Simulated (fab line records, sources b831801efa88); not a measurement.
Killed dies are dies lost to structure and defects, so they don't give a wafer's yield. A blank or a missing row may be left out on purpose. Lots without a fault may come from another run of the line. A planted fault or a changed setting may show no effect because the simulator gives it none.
Which tool did it? | flow sky130 | 24 lots, 72 wafers sampled, at 6 steps of a route of 708

WHAT THE GAUGES READ, wafer by wafer
SKY_CAPM_RS_MEAS_03: measures by four-point-probe. Usual: CAPM_TIN_RS 6.91 ohm/sq, standard deviation 0.065.
lot  | measured     | on            | CAPM_TIN_RS (ohm/sq) | flag
L074 | day 35 15:26 | film_metro-02 | 6.94 6.94 7.00       |
L075 | day 36 11:51 | film_metro-04 | 6.83 6.86 6.85       |
L076 | day 36 15:38 | film_metro-04 | 6.81 6.86 6.94       |
L077 | day 36 22:49 | film_metro-01 | 6.83 6.83 6.84       |
L078 | day 38 06:12 | film_metro-01 | 6.87 6.80 6.81       |
L079 | day 38 12:46 | film_metro-01 | 6.96 6.94 6.96       |
L080 | day 38 15:08 | film_metro-04 | 6.90 6.89 6.86       |
L081 | day 38 17:44 | film_metro-04 | 6.92 6.99 6.98       |
L082 | day 38 19:20 | film_metro-04 | 6.98 7.02 6.88       |
L083 | day 39 04:31 | film_metro-01 | 6.90 6.96 6.87       |
L085 | day 39 11:08 | film_metro-01 | 6.91 6.99 6.86       |
L084 | day 39 16:38 | film_metro-02 | 6.96 6.88 6.93       |
L086 | day 39 20:31 | film_metro-01 | 6.95 6.96 6.94       |
L087 | day 40 03:46 | film_metro-01 | 7.00 6.96 7.00       |
L088 | day 40 10:57 | film_metro-02 | 6.85 6.84 6.77       |
L090 | day 41 14:57 | film_metro-01 | 6.75 6.83 6.90       |
L091 | day 41 19:32 | film_metro-02 | 6.89 7.00 6.89       |
L089 | day 42 01:02 | film_metro-04 | 6.80 6.87 6.84       |
L092 | day 42 01:12 | film_metro-04 | 6.92 6.88 6.94       |
L093 | day 42 02:06 | film_metro-02 | 6.92 6.93 6.96       |
L094 | day 42 20:04 | film_metro-02 | 6.95 6.95 6.89       |
L095 | day 43 03:30 | film_metro-04 | 6.82 6.86 6.83       |
L097 | day 43 04:22 | film_metro-04 | 6.91 7.00 6.93       |
L096 | day 43 09:28 | film_metro-01 | 6.80 6.86 6.85       |

SKY_METAL4_CD_MEAS_13: target cd 300 nm. Usual: cd_nm 300.1 nm, standard deviation 1.5.
lot  | measured     | on        | cd_nm (nm)        | flag
L074 | day 41 01:08 | cd_sem-01 | 300.0 297.8 298.9 |
L075 | day 41 22:25 | cd_sem-02 | 302.1 302.9 302.7 |
L076 | day 41 23:44 | cd_sem-02 | 300.8 301.5 299.4 |
L077 | day 42 06:12 | cd_sem-01 | 301.0 301.4 302.0 |
L078 | day 43 09:28 | cd_sem-01 | 300.4 300.8 300.7 |
L079 | day 43 17:32 | cd_sem-01 | 299.1 298.7 299.2 |
L080 | day 43 18:59 | cd_sem-01 | 301.9 301.1 299.8 |
L081 | day 43 21:58 | cd_sem-02 | 301.6 299.9 301.0 |
L082 | day 43 22:53 | cd_sem-01 | 298.7 298.9 298.3 |
L083 | day 44 07:02 | cd_sem-01 | 300.5 299.8 299.7 |
L085 | day 44 10:50 | cd_sem-02 | 301.7 301.4 302.1 |
L084 | day 44 18:25 | cd_sem-01 | 302.2 302.2 301.2 |
L086 | day 44 22:02 | cd_sem-02 | 299.4 299.2 297.7 |
L087 | day 45 03:28 | cd_sem-01 | 297.5 296.9 296.0 |
L088 | day 45 12:53 | cd_sem-02 | 300.2 300.3 300.5 |
L090 | day 46 07:56 | cd_sem-01 | 299.6 298.4 299.9 |
L091 | day 46 13:20 | cd_sem-01 | 299.1 297.4 298.3 |
L089 | day 46 17:52 | cd_sem-02 | 300.7 299.8 300.2 |
L092 | day 46 19:26 | cd_sem-02 | 301.0 301.1 300.5 |
L093 | day 46 20:02 | cd_sem-02 | 301.6 298.8 299.2 |
L094 | day 47 11:47 | cd_sem-02 | 298.9 298.8 299.2 |
L095 | day 47 18:38 | cd_sem-01 | 297.7 299.5 299.4 |
L097 | day 47 17:31 | cd_sem-02 | 302.0 301.2 300.2 |
L096 | day 47 23:26 | cd_sem-01 | 302.5 302.1 301.6 |

WHICH TOOL RAN EACH LOT (tool, then ch and the chambers of the sampled wafers, then the start)
lot  | SKY_METAL1_ETCH_18                | SKY_METAL2_SPUTTER_00        | SKY_METAL3_METAL_ETCH_18          | SKY_VIA3_SPUTTER_20
L074 | rie_metal-02 ch 0,1, day 32 02:40 | pvd_sputter-03, day 33 07:41 | rie_metal-02 ch 0,1, day 37 20:25 | pvd_sputter-04, day 38 23:01
L075 | rie_metal-02 ch 1, day 32 23:49   | pvd_sputter-04, day 34 04:30 | rie_metal-01 ch 0,1, day 38 15:45 | pvd_sputter-02, day 39 18:29
L076 | rie_metal-02 ch 0,1, day 33 01:13 | pvd_sputter-03, day 34 06:24 | rie_metal-02 ch 0,1, day 38 19:04 | pvd_sputter-02, day 39 21:29
L077 | rie_metal-03 ch 0,1, day 33 11:25 | pvd_sputter-04, day 34 16:10 | rie_metal-02 ch 0,1, day 39 02:32 | pvd_sputter-02, day 40 04:59
L078 | rie_metal-02 ch 0,1, day 34 18:46 | pvd_sputter-02, day 35 23:21 | rie_metal-02 ch 0,1, day 40 07:25 | pvd_sputter-03, day 41 10:36
L079 | rie_metal-01 ch 1, day 35 01:34   | pvd_sputter-03, day 36 05:45 | rie_metal-02 ch 0,1, day 40 15:14 | pvd_sputter-03, day 41 18:37
L080 | rie_metal-02 ch 0,1, day 35 03:13 | pvd_sputter-03, day 36 07:43 | rie_metal-04 ch 0,1, day 40 16:34 | pvd_sputter-02, day 41 19:43
L081 | rie_metal-01 ch 1, day 35 03:55   | pvd_sputter-02, day 36 08:50 | rie_metal-02 ch 0,1, day 40 19:23 | pvd_sputter-04, day 41 23:24
L082 | rie_metal-02 ch 0,1, day 35 08:16 | pvd_sputter-02, day 36 12:53 | rie_metal-02 ch 0,1, day 40 20:05 | pvd_sputter-02, day 41 23:29
L083 | rie_metal-03 ch 0,1, day 35 16:23 | pvd_sputter-04, day 36 20:38 | rie_metal-04 ch 0,1, day 41 05:50 | pvd_sputter-04, day 42 08:02
L085 | rie_metal-01 ch 0,1, day 36 02:19 | pvd_sputter-03, day 37 06:26 | rie_metal-04 ch 0,1, day 41 12:17 | pvd_sputter-02, day 42 13:20
L084 | rie_metal-01 ch 0,1, day 36 04:49 | pvd_sputter-02, day 37 10:35 | rie_metal-04 ch 0,1, day 41 18:44 | pvd_sputter-03, day 42 19:40
L086 | rie_metal-03 ch 0,1, day 36 09:28 | pvd_sputter-04, day 37 13:41 | rie_metal-02 ch 1, day 41 23:02   | pvd_sputter-02, day 42 23:40
L087 | rie_metal-03 ch 0,1, day 36 18:34 | pvd_sputter-03, day 37 22:41 | rie_metal-02 ch 0,1, day 42 04:05 | pvd_sputter-04, day 43 05:35
L088 | rie_metal-03 ch 0,1, day 37 00:40 | pvd_sputter-04, day 38 05:30 | rie_metal-01 ch 0,1, day 42 15:35 | pvd_sputter-04, day 43 16:43
L090 | rie_metal-01 ch 0,1, day 38 07:28 | pvd_sputter-02, day 39 10:37 | rie_metal-04 ch 0,1, day 43 12:31 | pvd_sputter-04, day 44 12:34
L091 | rie_metal-02 ch 0,1, day 38 11:34 | pvd_sputter-04, day 39 15:08 | rie_metal-01 ch 0,1, day 43 17:47 | pvd_sputter-02, day 44 18:11
L089 | rie_metal-02 ch 0, day 38 15:07   | pvd_sputter-03, day 39 19:40 | rie_metal-02 ch 0,1, day 43 23:41 | pvd_sputter-02, day 44 23:35
L092 | rie_metal-03 ch 0,1, day 38 15:28 | pvd_sputter-04, day 39 19:53 | rie_metal-04 ch 1, day 44 00:02   | pvd_sputter-03, day 45 00:14
L093 | rie_metal-03 ch 0,1, day 38 17:50 | pvd_sputter-03, day 39 21:32 | rie_metal-01 ch 0,1, day 44 00:24 | pvd_sputter-04, day 45 01:14
L094 | rie_metal-02 ch 0,1, day 39 12:01 | pvd_sputter-02, day 40 15:55 | rie_metal-04 ch 0,1, day 44 18:28 | pvd_sputter-03, day 45 17:56
L095 | rie_metal-03 ch 0,1, day 39 22:13 | pvd_sputter-02, day 41 00:42 | rie_metal-02 ch 1, day 45 01:27   | pvd_sputter-04, day 46 00:43
L097 | rie_metal-01 ch 0,1, day 39 23:10 | pvd_sputter-04, day 41 01:38 | rie_metal-04 ch 0,1, day 45 01:26 | pvd_sputter-04, day 45 23:47
L096 | rie_metal-03 ch 1, day 40 03:15   | pvd_sputter-02, day 41 06:17 | rie_metal-04 ch 0,1, day 45 05:59 | pvd_sputter-04, day 46 05:17
- SKY_METAL1_ETCH_18: etches BARC in N2/H2, stops on SiO2, time 45.9 s, target depth 60 nm.
- SKY_METAL2_SPUTTER_00: material Ti, target thk 15 nm, time 10 s.
- SKY_METAL3_METAL_ETCH_18: etches the open film in Cl2/BCl3, stops on SiO2, target depth 845 nm, time 183.1 s.
- SKY_VIA3_SPUTTER_20: material TiN, target thk 20 nm, time 80 s.

WHAT THE TOOLS THEMSELVES READ (means of the sampled wafers that have a number; where no wafer has one, the mark that the record gives instead)
SKY_METAL1_ETCH_18. Usual: drypump_motor_current_A 5.5 A, standard deviation 0.31; h2_flow_sccm 200.0 sccm, standard deviation 0.58; oes_product_au 0.854 a.u., standard deviation 0.0051; throttle_valve_pct 13.224 %, standard deviation 0.0097.
lot  | tool         | drypump_motor_current_A (A) | h2_flow_sccm (sccm) | oes_product_au (a.u.) | throttle_valve_pct (%) | flag
L074 | rie_metal-02 | 5.7                         | 200.2               | 0.855                 | 13.228                 |
L075 | rie_metal-02 | 5.2                         | 199.9               | 0.858                 | 13.221                 |
L076 | rie_metal-02 | 5.7                         | 200.3               | 0.852                 | 13.228                 |
L077 | rie_metal-03 | 5.5                         | 200.1               | 0.855                 | 13.227                 |
L078 | rie_metal-02 | 5.7                         | 199.7               | 0.854                 | 13.221                 |
L079 | rie_metal-01 | 5.8                         | 200.1               | 0.857                 | 13.224                 |
L080 | rie_metal-02 | 5.5                         | 200.1               | 0.851                 | 13.225                 |
L081 | rie_metal-01 | 5.8                         | 200.1               | 0.851                 | 13.233                 |
L082 | rie_metal-02 | 5.5                         | 200.2               | 0.856                 | 13.223                 |
L083 | rie_metal-03 | 5.4                         | 199.7               | 0.854                 | 13.230                 |
L085 | rie_metal-01 | 5.6                         | 199.5               | 0.853                 | 13.221                 |
L084 | rie_metal-01 | 5.4                         | 200.1               | 0.857                 | 13.225                 |
L086 | rie_metal-03 | 5.4                         | 200.0               | 0.860                 | 13.237                 |
L087 | rie_metal-03 | 5.5                         | 200.4               | 0.858                 | 13.227                 |
L088 | rie_metal-03 | 5.5                         | 199.5               | 0.851                 | 13.228                 |
L090 | rie_metal-01 | 5.4                         | 199.6               | 0.855                 | 13.226                 |
L091 | rie_metal-02 | 5.5                         | 199.5               | 0.859                 | 13.219                 |
L089 | rie_metal-02 | 6.0                         | 200.5               | 0.853                 | 13.235                 |
L092 | rie_metal-03 | 5.4                         | 199.8               | 0.854                 | 13.223                 |
L093 | rie_metal-03 | 5.4                         | 199.8               | 0.854                 | 13.218                 |
L094 | rie_metal-02 | 5.7                         | 198.8               | 0.854                 | 13.236                 |
L095 | rie_metal-03 | 5.5                         | 199.4               | 0.857                 | 13.225                 |
L097 | rie_metal-01 | 5.6                         | 200.4               | 0.851                 | 13.213                 |
L096 | rie_metal-03 | 5.3                         | 200.2               | 0.847                 | 13.227                 |

SKY_METAL2_SPUTTER_00. Usual: throttle_valve_pct 29.9 %, standard deviation 1.
lot  | tool           | throttle_valve_pct (%) | flag
L074 | pvd_sputter-03 | 28.5                   |
L075 | pvd_sputter-04 | 29.8                   |
L076 | pvd_sputter-03 | 29.1                   |
L077 | pvd_sputter-04 | 29.9                   |
L078 | pvd_sputter-02 | 31.4                   |
L079 | pvd_sputter-03 | 28.8                   |
L080 | pvd_sputter-03 | 29.4                   |
L081 | pvd_sputter-02 | 30.8                   |
L082 | pvd_sputter-02 | 31.4                   |
L083 | pvd_sputter-04 | 30.0                   |
L085 | pvd_sputter-03 | 29.0                   |
L084 | pvd_sputter-02 | 30.7                   |
L086 | pvd_sputter-04 | 30.2                   |
L087 | pvd_sputter-03 | 29.3                   |
L088 | pvd_sputter-04 | 29.5                   |
L090 | pvd_sputter-02 | 30.0                   |
L091 | pvd_sputter-04 | 29.7                   |
L089 | pvd_sputter-03 | 29.9                   |
L092 | pvd_sputter-04 | 29.2                   |
L093 | pvd_sputter-03 | 28.9                   |
L094 | pvd_sputter-02 | 30.9                   |
L095 | pvd_sputter-02 | 30.7                   |
L097 | pvd_sputter-04 | 29.9                   |
L096 | pvd_sputter-02 | 30.9                   |

SKY_METAL3_METAL_ETCH_18. Usual: drypump_motor_current_A 5.5 A, standard deviation 0.32; oes_product_au 0.866 a.u., standard deviation 0.0061; throttle_valve_pct 22.264 %, standard deviation 0.0089.
lot  | tool         | drypump_motor_current_A (A) | oes_product_au (a.u.) | throttle_valve_pct (%) | flag
L074 | rie_metal-02 | 5.5                         | 0.869                 | 22.268                 |
L075 | rie_metal-01 | 5.6                         | 0.868                 | 22.261                 |
L076 | rie_metal-02 | 5.7                         | 0.863                 | 22.271                 |
L077 | rie_metal-02 | 5.7                         | 0.865                 | 22.259                 |
L078 | rie_metal-02 | 5.5                         | 0.866                 | 22.261                 |
L079 | rie_metal-02 | 5.5                         | 0.859                 | 22.264                 |
L080 | rie_metal-04 | 5.5                         | 0.863                 | 22.263                 |
L081 | rie_metal-02 | 5.7                         | 0.869                 | 22.265                 |
L082 | rie_metal-02 | 5.7                         | 0.868                 | 22.271                 |
L083 | rie_metal-04 | 5.4                         | 0.867                 | 22.268                 |
L085 | rie_metal-04 | 5.3                         | 0.859                 | 22.257                 |
L084 | rie_metal-04 | 5.4                         | 0.864                 | 22.262                 |
L086 | rie_metal-02 | 5.2                         | 0.870                 | 22.265                 |
L087 | rie_metal-02 | 5.5                         | 0.866                 | 22.270                 |
L088 | rie_metal-01 | 5.4                         | 0.865                 | 22.265                 |
L090 | rie_metal-04 | 5.4                         | 0.865                 | 22.254                 |
L091 | rie_metal-01 | 5.4                         | 0.861                 | 22.261                 |
L089 | rie_metal-02 | 5.5                         | 0.866                 | 22.261                 |
L092 | rie_metal-04 | 5.2                         | 0.869                 | 22.260                 |
L093 | rie_metal-01 | 5.4                         | 0.874                 | 22.263                 |
L094 | rie_metal-04 | 5.5                         | 0.862                 | 22.261                 |
L095 | rie_metal-02 | 5.2                         | 0.868                 | 22.266                 |
L097 | rie_metal-04 | 5.5                         | 0.871                 | 22.269                 |
L096 | rie_metal-04 | 5.5                         | 0.869                 | 22.269                 |

SKY_VIA3_SPUTTER_20. Usual: throttle_valve_pct 29.9 %, standard deviation 0.99.
lot  | tool           | throttle_valve_pct (%) | flag
L074 | pvd_sputter-04 | 29.7                   |
L075 | pvd_sputter-02 | 30.8                   |
L076 | pvd_sputter-02 | 30.6                   |
L077 | pvd_sputter-02 | 30.7                   |
L078 | pvd_sputter-03 | 29.2                   |
L079 | pvd_sputter-03 | 30.0                   |
L080 | pvd_sputter-02 | 30.9                   |
L081 | pvd_sputter-04 | 29.6                   |
L082 | pvd_sputter-02 | 29.9                   |
L083 | pvd_sputter-04 | 29.2                   |
L085 | pvd_sputter-02 | 31.1                   |
L084 | pvd_sputter-03 | 29.7                   |
L086 | pvd_sputter-02 | 30.9                   |
L087 | pvd_sputter-04 | 30.0                   |
L088 | pvd_sputter-04 | 29.6                   |
L090 | pvd_sputter-04 | 30.4                   |
L091 | pvd_sputter-02 | 30.8                   |
L089 | pvd_sputter-02 | 30.1                   |
L092 | pvd_sputter-03 | 29.3                   |
L093 | pvd_sputter-04 | 30.1                   |
L094 | pvd_sputter-03 | 29.2                   |
L095 | pvd_sputter-04 | 29.0                   |
L097 | pvd_sputter-04 | 29.5                   |
L096 | pvd_sputter-04 | 29.8                   |

THE ANSWER, worked out from the rows above alone
Rule: a lot is off if the mean of its wafers that have a number lies more than 3 standard deviations from the usual mean. A lot without any number at a reading at which 4 lots or more have one is off too. The other lots that the step has rows for count as sound. The gauges are gone through in route order, then the tools' own readings, and for those a lot's mean is taken as printed above. The first step at which some lot is off is used, and at that step the reading that is off furthest; a lot without a number counts as furthest.
No lot is off at any reading shown: from this, nothing can be told.

WHAT THE SIMULATOR HAD PUT IN
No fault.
